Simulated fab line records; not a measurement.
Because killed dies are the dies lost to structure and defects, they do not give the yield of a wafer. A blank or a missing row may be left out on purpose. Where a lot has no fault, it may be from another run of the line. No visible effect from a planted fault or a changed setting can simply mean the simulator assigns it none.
fab line records ; flow sky130 ; part 1 of 2: steps 1 to 27 of 37
[record] lots = 5; wafers = 15; lastDay = 48
route steps=708 shown VT_ADJUST_PCH@151 SONOS_TUNNEL@154 SONOS_ONO@168 GATE_OXIDE@187
lots untouched by any fault: they come from a run of this same line in which no faults occurred
startH: hours from the record's opening day to when the first of the lot's shown wafers began ; waitH: hours from the lot's prior step to this one ; " identical to the entry in the row above ; L1.1+2: a single row standing in for several wafers ; - no value, or no start given ; * or withheld: withheld ; < > ~ a bound
route shown NAME@n: names a module that has steps shown in the file, with the first one's number in the route ; usual: the fault-free wafers' mean and standard deviation ; same: alike in all rows ; chamber/n: place in a boat ; sites: each site's reading ; _std_site: their standard deviation ; _edge_site: inner sites' mean taken away from outer sites' mean ; radiusMm: how far each site lies from the wafer's centre ; mask NAME#n: copy n ; behind: the last tool/chamber to shape the wafer ; hold: reason for holding the lot/hours on hold/outcome of the hold ; device: which transistor (n, p or np) failed to switch ; end of line: tests run on the same wafers once the route is complete ; a step with no rows: only its recipe ; killed: dies that structure and defects cost at the first sort, which is not the same as the wafer's yield ; map: the dies of a wafer, with x for killed, . for not killed, _ for no die there
set.NAME: the run value of the setting; set.NAME@STEP: its run value at that earlier step ; model.NAME: the simulator's own value behind a step, which no gauge read
certain route steps with their lots: each step a table, each wafer a row
services: from which hour (startH, from the record's first day; less than 0 if before it) a tool's chamber was out of use, for how many hours, and why
[[steps]]
[step SKY_VT_ADJUST_PCH_IMPLANT_08]
[recipe] species = B; energyKev = 10; doseCm2 = 5e+11; tiltDeg = withheld
lot.wafer;tool;chamber;startH;waitH
L075.2+3+6;implanter-03;0;230.36;0.0
L077.3+4+6;implanter-02;0;250.04;0.1
L081.1+4+5;implanter-02;0;278.97;0.0
L082.1+5+6;implanter-04;0;286.73;0.0
L087.2+4+6;implanter-04;0;322.06;0.0
[step SKY_VT_ADJUST_PCH_STRIP_09]
[recipe] chemistry = O2/N2; powerW = 1400; pressureMtorr = 1500; platenTempC = withheld; o2FlowSccm = 3000; n2FlowSccm = 300; overashFraction = 0.5
[usual] drypumpMotorCurrentA = 5.4/0.45; oesProductAu = 0.722/0.0048; stripTimeToEndpointS = 36.87/0.078
lot.wafer;tool;chamber;startH;waitH;drypumpMotorCurrentA;oesProductAu;rfHoursCounterH;stripTimeToEndpointS
L075.2;plasmaAsher-02;1;230.49;0.1;5.1;0.727;54;36.88
L075.3;plasmaAsher-02;0;230.49;0.1;6.3;0.719;-;36.93
L075.6;plasmaAsher-02;1;230.49;0.1;5.1;0.728;-;36.95
L077.3;plasmaAsher-04;0;250.17;0.1;5.2;0.723;-;36.95
L077.4;plasmaAsher-04;1;250.17;0.1;5.1;0.724;-;36.92
L077.6;plasmaAsher-04;1;250.17;0.1;5.1;0.720;-;36.92
L081.1;plasmaAsher-04;1;279.12;0.1;5.1;0.728;60;36.86
L081.4;plasmaAsher-04;1;279.12;0.1;5.1;0.713;-;36.75
L081.5;plasmaAsher-04;0;279.12;0.1;5.2;0.721;-;36.78
L082.1;plasmaAsher-02;0;286.88;0.1;6.2;0.722;59;36.82
L082.5;plasmaAsher-02;1;286.88;0.1;5.1;0.722;-;36.88
L082.6;plasmaAsher-02;0;286.88;0.1;6.3;0.727;-;36.98
L087.2;plasmaAsher-01;1;322.18;0.1;6.2;0.730;19;36.74
L087.4;plasmaAsher-01;1;322.18;0.1;6.1;0.722;-;36.81
L087.6;plasmaAsher-01;0;322.18;0.1;5.3;0.733;-;36.78
[step SKY_VT_ADJUST_PCH_TW_MEAS_10]
[usual] VT_ADJUST_PCH_TW = 143.3/1.4
lot.wafer;tool;chamber;startH;waitH;VT_ADJUST_PCH_TW
L075.2;filmMetro-02;-;230.60;0.1;141.4
L075.3;filmMetro-02;-;230.60;0.1;140.9
L075.6;filmMetro-02;-;230.60;0.1;141.2
L077.3;filmMetro-01;-;250.26;0.1;144.3
L077.4;filmMetro-01;-;250.26;0.1;145.1
L077.6;filmMetro-01;-;250.26;0.1;144.1
L081.1;filmMetro-03;-;279.22;0.1;143.3
L081.4;filmMetro-03;-;279.22;0.1;143.9
L081.5;filmMetro-03;-;279.22;0.1;144.2
L082.1;filmMetro-02;-;286.98;0.1;140.8
L082.5;filmMetro-02;-;286.98;0.1;141.5
L082.6;filmMetro-02;-;286.98;0.1;140.9
L087.2;filmMetro-02;-;322.29;0.1;140.8
L087.4;filmMetro-02;-;322.29;0.1;141.5
L087.6;filmMetro-02;-;322.29;0.1;141.0
[step SKY_SONOS_TUNNEL_DEHYDRATE_00]
[recipe] tempC = 200; timeS = 60
[usual] resistLineTempC = 23.03/0.12
[same] timeS = 60
lot.wafer;tool;chamber;startH;waitH;resistLineTempC
L075.2;lithoTrack-01;0;241.86;11.3;22.82
L075.3;lithoTrack-01;0;241.86;11.3;22.86
L075.6;lithoTrack-01;0;241.86;11.3;23.03
L077.3;lithoTrack-03;0;261.05;10.8;22.85
L077.4;lithoTrack-03;0;261.05;10.8;22.94
L077.6;lithoTrack-03;0;261.05;10.8;23.00
L081.1;lithoTrack-04;0;290.89;11.7;23.03
L081.4;lithoTrack-04;0;290.89;11.7;23.02
L081.5;lithoTrack-04;0;290.89;11.7;23.09
L082.1;lithoTrack-03;0;299.00;12.0;22.98
L082.5;lithoTrack-03;0;299.00;12.0;23.19
L082.6;lithoTrack-03;0;299.00;12.0;23.13
L087.2;lithoTrack-04;0;335.36;13.1;23.07
L087.4;lithoTrack-04;0;335.36;13.1;23.04
L087.6;lithoTrack-04;0;335.36;13.1;23.08
[step SKY_SONOS_TUNNEL_HMDS_01]
[recipe] primeTimeS = 60; primeTempC = 120
[usual] resistLineTempC = 22.97/0.1
lot.wafer;tool;chamber;startH;waitH;resistLineTempC
L075.2;lithoTrack-01;0;242.01;0.1;22.91
L075.3;lithoTrack-01;0;242.01;0.1;22.98
L075.6;lithoTrack-01;0;242.01;0.1;22.91
L077.3;lithoTrack-03;0;261.20;0.1;23.16
L077.4;lithoTrack-03;0;261.20;0.1;23.00
L077.6;lithoTrack-03;0;261.20;0.1;22.91
L081.1;lithoTrack-04;0;291.04;0.1;23.00
L081.4;lithoTrack-04;0;291.04;0.1;22.98
L081.5;lithoTrack-04;0;291.04;0.1;22.97
L082.1;lithoTrack-03;0;299.15;0.1;23.09
L082.5;lithoTrack-03;0;299.15;0.1;22.89
L082.6;lithoTrack-03;0;299.15;0.1;22.99
L087.2;lithoTrack-04;0;335.51;0.1;22.94
L087.4;lithoTrack-04;0;335.51;0.1;22.98
L087.6;lithoTrack-04;0;335.51;0.1;22.98
[step SKY_SONOS_TUNNEL_COAT_02]
[recipe] resist = NOVOLAK; spinRpm = 3000; resistThkNm = 1140
[usual] resistLineTempC = 22.97/0.1
lot.wafer;tool;chamber;startH;waitH;resistLineTempC
L075.2;lithoTrack-01;0;242.16;0.1;23.04
L075.3;lithoTrack-01;0;242.16;0.1;23.07
L075.6;lithoTrack-01;0;242.16;0.1;23.07
L077.3;lithoTrack-03;0;261.35;0.1;23.04
L077.4;lithoTrack-03;0;261.35;0.1;23.09
L077.6;lithoTrack-03;0;261.35;0.1;22.96
L081.1;lithoTrack-04;0;291.19;0.1;22.93
L081.4;lithoTrack-04;0;291.19;0.1;23.07
L081.5;lithoTrack-04;0;291.19;0.1;23.05
L082.1;lithoTrack-03;0;299.30;0.1;23.08
L082.5;lithoTrack-03;0;299.30;0.1;23.06
L082.6;lithoTrack-03;0;299.30;0.1;23.03
L087.2;lithoTrack-04;0;335.66;0.1;22.87
L087.4;lithoTrack-04;0;335.66;0.1;22.97
L087.6;lithoTrack-04;0;335.66;0.1;23.01
[step SKY_SONOS_TUNNEL_SOFTBAKE_03]
[recipe] tempC = 90; timeS = 60; resist = NOVOLAK
[usual] resistLineTempC = 23.01/0.11
[same] timeS = 60
lot.wafer;tool;chamber;startH;waitH;resistLineTempC
L075.2;lithoTrack-01;0;242.31;0.1;23.05
L075.3;lithoTrack-01;0;242.31;0.1;22.71
L075.6;lithoTrack-01;0;242.31;0.1;22.98
L077.3;lithoTrack-03;0;261.50;0.1;22.83
L077.4;lithoTrack-03;0;261.50;0.1;23.00
L077.6;lithoTrack-03;0;261.50;0.1;22.92
L081.1;lithoTrack-04;0;291.34;0.1;22.94
L081.4;lithoTrack-04;0;291.34;0.1;22.90
L081.5;lithoTrack-04;0;291.34;0.1;23.01
L082.1;lithoTrack-03;0;299.45;0.1;23.00
L082.5;lithoTrack-03;0;299.45;0.1;22.88
L082.6;lithoTrack-03;0;299.45;0.1;22.96
L087.2;lithoTrack-04;0;335.81;0.1;22.95
L087.4;lithoTrack-04;0;335.81;0.1;23.01
L087.6;lithoTrack-04;0;335.81;0.1;23.04
[step SKY_SONOS_TUNNEL_EXPOSE_04]
[recipe] maskId = TUNM; na = 0.6; sourceShape = conventional; sigmaOuter = 0.6; polarization = unpolarized; targetCdNm = 410; doseMj = 136
[usual] exposureDoseMJCm2 = 135.99/0.14; focusOffsetNm = 0.0/0.55
lot.wafer;tool;chamber;startH;waitH;mask;exposureDoseMJCm2;focusOffsetNm
L075.2;ilineStepper-02;0;-;-;TUNM#0;136.12;0.4
L075.3;ilineStepper-02;0;-;-;TUNM#0;136.22;0.7
L075.6;ilineStepper-02;0;-;-;TUNM#0;136.22;-0.3
L077.3;ilineStepper-01;0;-;-;TUNM#0;135.73;0.1
L077.4;ilineStepper-01;0;-;-;TUNM#0;135.70;-0.1
L077.6;ilineStepper-01;0;-;-;TUNM#0;135.90;0.3
L081.1;ilineStepper-01;0;-;-;TUNM#0;135.83;0.5
L081.4;ilineStepper-01;0;-;-;TUNM#0;136.09;0.5
L081.5;ilineStepper-01;0;-;-;TUNM#0;136.08;0.4
L082.1;ilineStepper-01;0;-;-;TUNM#0;135.83;0.0
L082.5;ilineStepper-01;0;-;-;TUNM#0;135.94;1.1
L082.6;ilineStepper-01;0;-;-;TUNM#0;135.80;0.8
L087.2;ilineStepper-01;0;-;-;TUNM#0;136.08;-0.1
L087.4;ilineStepper-01;0;-;-;TUNM#0;136.00;-0.3
L087.6;ilineStepper-01;0;-;-;TUNM#0;136.12;-0.3
[step SKY_SONOS_TUNNEL_PEB_05]
[recipe] tempC = withheld; timeS = *; resist = NOVOLAK
[usual] resistLineTempC = *
[same] timeS = *
lot.wafer;tool;chamber;startH;waitH;resistLineTempC
L075.2;lithoTrack-03;0;-;-;*
L075.3;lithoTrack-03;0;-;-;*
L075.6;lithoTrack-03;0;-;-;*
L077.3;lithoTrack-01;0;-;-;*
L077.4;lithoTrack-01;0;-;-;*
L077.6;lithoTrack-01;0;-;-;*
L081.1;lithoTrack-04;0;-;-;*
L081.4;lithoTrack-04;0;-;-;*
L081.5;lithoTrack-04;0;-;-;*
L082.1;lithoTrack-03;0;-;-;*
L082.5;lithoTrack-03;0;-;-;*
L082.6;lithoTrack-03;0;-;-;*
L087.2;lithoTrack-03;0;-;-;*
L087.4;lithoTrack-03;0;-;-;*
L087.6;lithoTrack-03;0;-;-;*
[step SKY_SONOS_TUNNEL_DEVELOP_06]
[recipe] resist = NOVOLAK; developer = TMAH; developTimeS = 60; devTempC = 23
[usual] resistLineTempC = 23.03/0.1
lot.wafer;tool;chamber;startH;waitH;resistLineTempC
L075.2;lithoTrack-03;0;254.07;0.1;22.98
L075.3;lithoTrack-03;0;254.07;0.1;23.23
L075.6;lithoTrack-03;0;254.07;0.1;23.02
L077.3;lithoTrack-01;0;273.64;0.1;22.82
L077.4;lithoTrack-01;0;273.64;0.1;23.05
L077.6;lithoTrack-01;0;273.64;0.1;23.05
L081.1;lithoTrack-04;0;303.64;0.1;23.04
L081.4;lithoTrack-04;0;303.64;0.1;23.07
L081.5;lithoTrack-04;0;303.64;0.1;23.01
L082.1;lithoTrack-03;0;311.60;0.1;23.06
L082.5;lithoTrack-03;0;311.60;0.1;23.07
L082.6;lithoTrack-03;0;311.60;0.1;23.02
L087.2;lithoTrack-03;0;349.42;0.1;22.98
L087.4;lithoTrack-03;0;349.42;0.1;22.97
L087.6;lithoTrack-03;0;349.42;0.1;22.91
[step SKY_SONOS_TUNNEL_CD_MEAS_07]
[recipe] targetCdNm = 410
[usual] cdNm = 409.7/2.5
lot.wafer;tool;chamber;startH;waitH;cdNm
L075.2;cdSem-01;-;254.22;0.1;409.6
L075.3;cdSem-01;-;254.22;0.1;409.1
L075.6;cdSem-01;-;254.22;0.1;410.4
L077.3;cdSem-01;-;273.78;0.1;411.5
L077.4;cdSem-01;-;273.78;0.1;407.8
L077.6;cdSem-01;-;273.78;0.1;409.3
L081.1;cdSem-01;-;303.79;0.1;408.4
L081.4;cdSem-01;-;303.79;0.1;408.0
L081.5;cdSem-01;-;303.79;0.1;408.6
L082.1;cdSem-01;-;311.75;0.1;410.5
L082.5;cdSem-01;-;311.75;0.1;411.1
L082.6;cdSem-01;-;311.75;0.1;413.4
L087.2;cdSem-02;-;349.57;0.1;411.5
L087.4;cdSem-02;-;349.57;0.1;411.1
L087.6;cdSem-02;-;349.57;0.1;410.2
[step SKY_SONOS_TUNNEL_OVL_MEAS_08]
[usual] SONOS_TUNNEL_OVL = -0.2/1.6
lot.wafer;tool;chamber;startH;waitH;SONOS_TUNNEL_OVL[nm]
L075.2;overlay-02;-;254.32;0.1;-1.3
L075.3;overlay-02;-;254.32;0.1;-1.7
L075.6;overlay-02;-;254.32;0.1;-2.5
L077.3;overlay-02;-;273.87;0.1;-2.5
L077.4;overlay-02;-;273.87;0.1;-2.1
L077.6;overlay-02;-;273.87;0.1;-0.2
L081.1;overlay-02;-;303.91;0.1;-1.5
L081.4;overlay-02;-;303.91;0.1;-0.8
L081.5;overlay-02;-;303.91;0.1;-1.1
L082.1;overlay-02;-;311.87;0.1;-0.5
L082.5;overlay-02;-;311.87;0.1;-1.0
L082.6;overlay-02;-;311.87;0.1;-2.2
L087.2;overlay-01;-;349.67;0.1;1.3
L087.4;overlay-01;-;349.67;0.1;2.0
L087.6;overlay-01;-;349.67;0.1;3.1
[step SKY_SONOS_TUNNEL_IMPLANT_09]
[recipe] species = B; energyKev = 20; doseCm2 = 1e+12; tiltDeg = withheld
lot.wafer;tool;chamber;startH;waitH
L075.2+3+6;implanter-03;0;254.38;0.0
L077.3+4+6;implanter-03;0;273.94;0.1
L081.1+4+5;implanter-02;0;303.94;0.0
L082.1+5+6;implanter-01;0;311.90;0.0
L087.2+4+6;implanter-01;0;349.73;0.0
[step SKY_SONOS_TUNNEL_WET_ETCH_10]
[recipe] chemistry = dHF; targetDepthNm = 14; target = SiO2; dilution = 100:1; tempC = 25; timeS = 280
[same] timeS = 280
lot.wafer;tool;chamber;startH;waitH
L075.2+3+6;wetBench-01;3;254.50;0.1
L077.3+4+6;wetBench-01;2;274.04;0.1
L081.1+4+5;wetBench-02;3;304.09;0.1
L082.1+5+6;wetBench-03;3;312.05;0.1
L087.2+4+6;wetBench-03;0;349.85;0.1
[step SKY_SONOS_TUNNEL_STRIP_11]
[recipe] chemistry = SPM; timeS = 600; tempC = 130
[same] timeS = 600
lot.wafer;tool;chamber;startH;waitH
L075.2+3+6;wetBench-02;1;254.60;0.0
L077.3+4+6;wetBench-03;3;274.13;0.0
L081.1+4+5;wetBench-03;0;304.18;0.0
L082.1+5+6;wetBench-01;1;312.14;0.0
L087.2+4+6;wetBench-02;3;349.94;0.0
[step SKY_SONOS_TUNNEL_TW_MEAS_12]
[usual] SONOS_TUNNEL_TW = 198.9/1.2
lot.wafer;tool;chamber;startH;waitH;SONOS_TUNNEL_TW
L075.2;filmMetro-01;-;254.81;0.0;201.0
L075.3;filmMetro-01;-;254.81;0.0;200.3
L075.6;filmMetro-01;-;254.81;0.0;199.8
L077.3;filmMetro-01;-;274.34;0.0;199.8
L077.4;filmMetro-01;-;274.34;0.0;200.9
L077.6;filmMetro-01;-;274.34;0.0;200.8
L081.1;filmMetro-01;-;304.35;0.0;200.8
L081.4;filmMetro-01;-;304.35;0.0;201.2
L081.5;filmMetro-01;-;304.35;0.0;199.9
L082.1;filmMetro-03;-;312.33;0.0;198.8
L082.5;filmMetro-03;-;312.33;0.0;199.5
L082.6;filmMetro-03;-;312.33;0.0;197.8
L087.2;filmMetro-01;-;350.12;0.0;199.4
L087.4;filmMetro-01;-;350.12;0.0;200.7
L087.6;filmMetro-01;-;350.12;0.0;200.8
[step SKY_SONOS_TUNNEL_CLEAN_13]
[recipe] chemistry = dHF; timeS = 20; dilution = 100:1; dry = ipaMarangoni
[same] timeS = 20
lot.wafer;tool;chamber;startH;waitH
L075.2+3+6;wetBench-03;1;254.86;0.0
L077.3+4+6;wetBench-02;0;274.38;0.0
L081.1+4+5;wetBench-02;2;304.41;0.1
L082.1+5+6;wetBench-02;0;312.39;0.1
L087.2+4+6;wetBench-01;0;350.17;0.0
[step SKY_SONOS_ONO_OXIDATION_00]
[recipe] tempC = 800; ambient = O2; idleTempC = 700; rampUpCPerMin = 10; rampDownCPerMin = 3; stabiliseS = 600; purgeS = 300; targetThkA = 26; oxTimeS = 1249
[usual] spikeTcLowerC = 800.3/1
[same] stabiliseS = 600
lot.wafer;tool;chamber;startH;waitH;spikeTcLowerC
L075.2;furnace-01;0;257.33;2.4;800.1
L075.3;furnace-01;0;257.33;2.4;800.2
L075.6;furnace-01;0;257.33;2.4;800.0
L077.3;furnace-01;0;274.39;0.0;799.9
L077.4;furnace-01;0;274.39;0.0;800.8
L077.6;furnace-01;0;274.39;0.0;797.8
L081.1;furnace-01;0;304.43;0.0;800.9
L081.4;furnace-01;0;304.43;0.0;800.1
L081.5;furnace-01;0;304.43;0.0;801.2
L082.1;furnace-01;0;313.13;0.7;800.3
L082.5;furnace-01;0;313.13;0.7;800.8
L082.6;furnace-01;0;313.13;0.7;801.2
L087.2;furnace-02;0;352.74;2.6;799.2
L087.4;furnace-02;0;352.74;2.6;799.0
L087.6;furnace-02;0;352.74;2.6;801.2
[step SKY_SONOS_ONO_THK_MEAS_01]
[recipe] reads = SiO2_of_SONOS_ONO_OXIDATION_00
[usual] SONOS_ONO_OXIDATION_THK = 2.60/0.065
lot.wafer;tool;chamber;startH;waitH;SONOS_ONO_OXIDATION_THK[nm]
L075.2;filmMetro-04;-;258.69;0.0;2.49
L075.3;filmMetro-04;-;258.69;0.0;2.59
L075.6;filmMetro-04;-;258.69;0.0;2.53
L077.3;filmMetro-01;-;275.76;0.0;2.51
L077.4;filmMetro-01;-;275.76;0.0;2.50
L077.6;filmMetro-01;-;275.76;0.0;2.55
L081.1;filmMetro-01;-;305.78;0.0;2.61
L081.4;filmMetro-01;-;305.78;0.0;2.69
L081.5;filmMetro-01;-;305.78;0.0;2.56
L082.1;filmMetro-04;-;314.48;0.0;2.52
L082.5;filmMetro-04;-;314.48;0.0;2.54
L082.6;filmMetro-04;-;314.48;0.0;2.55
L087.2;filmMetro-02;-;354.10;0.0;2.63
L087.4;filmMetro-02;-;354.10;0.0;2.60
L087.6;filmMetro-02;-;354.10;0.0;2.63
[step SKY_SONOS_ONO_CVD_02]
[recipe] material = Si3N4; precursor = DCS/NH3; targetThkNm = 10.5; tempC = 770; timeS = 180; pressureMtorr = 250
[usual] spikeTcLowerC = 770.1/1
[same] timeS = 180
lot.wafer;tool;chamber;startH;waitH;spikeTcLowerC
L075.2;lpcvd-02;1;258.74;0.0;770.0
L075.3;lpcvd-02;1;258.74;0.0;769.0
L075.6;lpcvd-02;1;258.74;0.0;769.6
L077.3;lpcvd-02;1;277.07;1.3;769.4
L077.4;lpcvd-02;1;277.07;1.3;769.8
L077.6;lpcvd-02;1;277.07;1.3;770.4
L081.1;lpcvd-02;0;305.84;0.1;768.7
L081.4;lpcvd-02;0;305.84;0.1;768.9
L081.5;lpcvd-02;0;305.84;0.1;771.3
L082.1;lpcvd-02;1;314.89;0.4;769.3
L082.5;lpcvd-02;1;314.89;0.4;771.2
L082.6;lpcvd-02;1;314.89;0.4;769.8
L087.2;lpcvd-02;0;355.60;1.5;770.0
L087.4;lpcvd-02;0;355.60;1.5;771.0
L087.6;lpcvd-02;0;355.60;1.5;771.1
[step SKY_SONOS_ONO_THK_MEAS_03]
[recipe] reads = Si3N4_of_SONOS_ONO_CVD_02
[usual] SONOS_ONO_CVD_02_THK = 10.48/0.14
lot.wafer;tool;chamber;startH;waitH;SONOS_ONO_CVD_02_THK[nm]
L075.2;filmMetro-02;-;259.80;0.0;10.52
L075.3;filmMetro-02;-;259.80;0.0;10.43
L075.6;filmMetro-02;-;259.80;0.0;10.50
L077.3;filmMetro-01;-;278.14;0.0;10.51
L077.4;filmMetro-01;-;278.14;0.0;10.51
L077.6;filmMetro-01;-;278.14;0.0;10.38
L081.1;filmMetro-02;-;306.89;0.0;10.68
L081.4;filmMetro-02;-;306.89;0.0;10.60
L081.5;filmMetro-02;-;306.89;0.0;10.51
L082.1;filmMetro-02;-;315.94;0.0;10.56
L082.5;filmMetro-02;-;315.94;0.0;10.48
L082.6;filmMetro-02;-;315.94;0.0;10.56
L087.2;filmMetro-04;-;356.66;0.0;10.35
L087.4;filmMetro-04;-;356.66;0.0;10.43
L087.6;filmMetro-04;-;356.66;0.0;10.48
[step SKY_SONOS_ONO_CVD_04]
[recipe] material = SiO2; precursor = SiH4/N2O; targetThkNm = 5.7199; tempC = 900; pressureMtorr = 400
[usual] spikeTcLowerC = 900.7/1.1
[same] timeS = 900
lot.wafer;tool;chamber;startH;waitH;spikeTcLowerC
L075.2;lpcvd-03;1;259.85;0.0;901.7
L075.3;lpcvd-03;1;259.85;0.0;900.6
L075.6;lpcvd-03;1;259.85;0.0;901.4
L077.3;lpcvd-03;0;278.18;0.0;899.7
L077.4;lpcvd-03;0;278.18;0.0;901.0
L077.6;lpcvd-03;0;278.18;0.0;901.5
L081.1;lpcvd-03;1;306.95;0.1;899.9
L081.4;lpcvd-03;1;306.95;0.1;901.8
L081.5;lpcvd-03;1;306.95;0.1;902.2
L082.1;lpcvd-03;1;316.00;0.1;901.8
L082.5;lpcvd-03;1;316.00;0.1;900.0
L082.6;lpcvd-03;1;316.00;0.1;902.0
L087.2;lpcvd-03;1;356.71;0.0;901.6
L087.4;lpcvd-03;1;356.71;0.0;903.6
L087.6;lpcvd-03;1;356.71;0.0;900.6
[step SKY_SONOS_ONO_THK_MEAS_05]
[recipe] reads = SiO2_of_SONOS_ONO_CVD_04
[usual] SONOS_ONO_CVD_04_THK = 5.70/0.1
lot.wafer;tool;chamber;startH;waitH;SONOS_ONO_CVD_04_THK[nm]
L075.2;filmMetro-04;-;261.11;0.0;5.71
L075.3;filmMetro-04;-;261.11;0.0;5.76
L075.6;filmMetro-04;-;261.11;0.0;5.82
L077.3;filmMetro-02;-;279.45;0.0;5.69
L077.4;filmMetro-02;-;279.45;0.0;5.82
L077.6;filmMetro-02;-;279.45;0.0;5.75
L081.1;filmMetro-02;-;308.20;0.0;5.66
L081.4;filmMetro-02;-;308.20;0.0;5.62
L081.5;filmMetro-02;-;308.20;0.0;5.67
L082.1;filmMetro-01;-;317.25;0.0;5.72
L082.5;filmMetro-01;-;317.25;0.0;5.75
L082.6;filmMetro-01;-;317.25;0.0;5.60
L087.2;filmMetro-04;-;357.97;0.0;5.63
L087.4;filmMetro-04;-;357.97;0.0;5.65
L087.6;filmMetro-04;-;357.97;0.0;5.70
[step SKY_SONOS_ONO_DEHYDRATE_06]
[recipe] tempC = 200; timeS = 60
[usual] resistLineTempC = 23.01/0.1
[same] timeS = 60
lot.wafer;tool;chamber;startH;waitH;resistLineTempC
L075.2;lithoTrack-01;0;272.21;11.1;23.23
L075.3;lithoTrack-01;0;272.21;11.1;22.88
L075.6;lithoTrack-01;0;272.21;11.1;23.22
L077.3;lithoTrack-01;0;291.29;11.8;22.97
L077.4;lithoTrack-01;0;291.29;11.8;22.84
L077.6;lithoTrack-01;0;291.29;11.8;22.96
L081.1;lithoTrack-01;0;320.44;12.2;23.05
L081.4;lithoTrack-01;0;320.44;12.2;23.02
L081.5;lithoTrack-01;0;320.44;12.2;23.07
L082.1;lithoTrack-01;0;330.44;13.2;22.87
L082.5;lithoTrack-01;0;330.44;13.2;23.08
L082.6;lithoTrack-01;0;330.44;13.2;22.89
L087.2;lithoTrack-02;0;371.23;13.2;23.08
L087.4;lithoTrack-02;0;371.23;13.2;23.05
L087.6;lithoTrack-02;0;371.23;13.2;22.93
[step SKY_SONOS_ONO_HMDS_07]
[recipe] primeTimeS = 60; primeTempC = 120
[usual] resistLineTempC = 22.99/0.11
lot.wafer;tool;chamber;startH;waitH;resistLineTempC
L075.2;lithoTrack-01;0;272.36;0.1;23.01
L075.3;lithoTrack-01;0;272.36;0.1;23.04
L075.6;lithoTrack-01;0;272.36;0.1;23.01
L077.3;lithoTrack-01;0;291.44;0.1;23.02
L077.4;lithoTrack-01;0;291.44;0.1;22.98
L077.6;lithoTrack-01;0;291.44;0.1;22.93
L081.1;lithoTrack-01;0;320.59;0.1;23.13
L081.4;lithoTrack-01;0;320.59;0.1;23.14
L081.5;lithoTrack-01;0;320.59;0.1;23.09
L082.1;lithoTrack-01;0;330.59;0.1;23.05
L082.5;lithoTrack-01;0;330.59;0.1;22.89
L082.6;lithoTrack-01;0;330.59;0.1;22.93
L087.2;lithoTrack-02;0;371.38;0.1;22.95
L087.4;lithoTrack-02;0;371.38;0.1;23.01
L087.6;lithoTrack-02;0;371.38;0.1;22.93
[step SKY_SONOS_ONO_COAT_08]
[recipe] resist = NOVOLAK; spinRpm = 3000; resistThkNm = 1140
[usual] resistLineTempC = 23.00/0.1
lot.wafer;tool;chamber;startH;waitH;resistLineTempC
L075.2;lithoTrack-01;0;272.51;0.1;22.90
L075.3;lithoTrack-01;0;272.51;0.1;22.83
L075.6;lithoTrack-01;0;272.51;0.1;22.81
L077.3;lithoTrack-01;0;291.59;0.1;22.97
L077.4;lithoTrack-01;0;291.59;0.1;22.87
L077.6;lithoTrack-01;0;291.59;0.1;23.03
L081.1;lithoTrack-01;0;320.74;0.1;23.02
L081.4;lithoTrack-01;0;320.74;0.1;23.06
L081.5;lithoTrack-01;0;320.74;0.1;23.13
L082.1;lithoTrack-01;0;330.74;0.1;22.95
L082.5;lithoTrack-01;0;330.74;0.1;23.04
L082.6;lithoTrack-01;0;330.74;0.1;22.84
L087.2;lithoTrack-02;0;371.53;0.1;23.04
L087.4;lithoTrack-02;0;371.53;0.1;22.82
L087.6;lithoTrack-02;0;371.53;0.1;22.95
[step SKY_SONOS_ONO_SOFTBAKE_09]
[recipe] tempC = 90; timeS = 60; resist = NOVOLAK
[usual] resistLineTempC = 22.99/0.11
[same] timeS = 60
lot.wafer;tool;chamber;startH;waitH;resistLineTempC
L075.2;lithoTrack-01;0;272.66;0.1;22.97
L075.3;lithoTrack-01;0;272.66;0.1;22.93
L075.6;lithoTrack-01;0;272.66;0.1;22.83
L077.3;lithoTrack-01;0;291.74;0.1;22.85
L077.4;lithoTrack-01;0;291.74;0.1;23.14
L077.6;lithoTrack-01;0;291.74;0.1;22.97
L081.1;lithoTrack-01;0;320.89;0.1;23.05
L081.4;lithoTrack-01;0;320.89;0.1;23.01
L081.5;lithoTrack-01;0;320.89;0.1;23.01
L082.1;lithoTrack-01;0;330.89;0.1;22.97
L082.5;lithoTrack-01;0;330.89;0.1;23.24
L082.6;lithoTrack-01;0;330.89;0.1;22.86
L087.2;lithoTrack-02;0;371.68;0.1;22.87
L087.4;lithoTrack-02;0;371.68;0.1;23.05
L087.6;lithoTrack-02;0;371.68;0.1;22.96
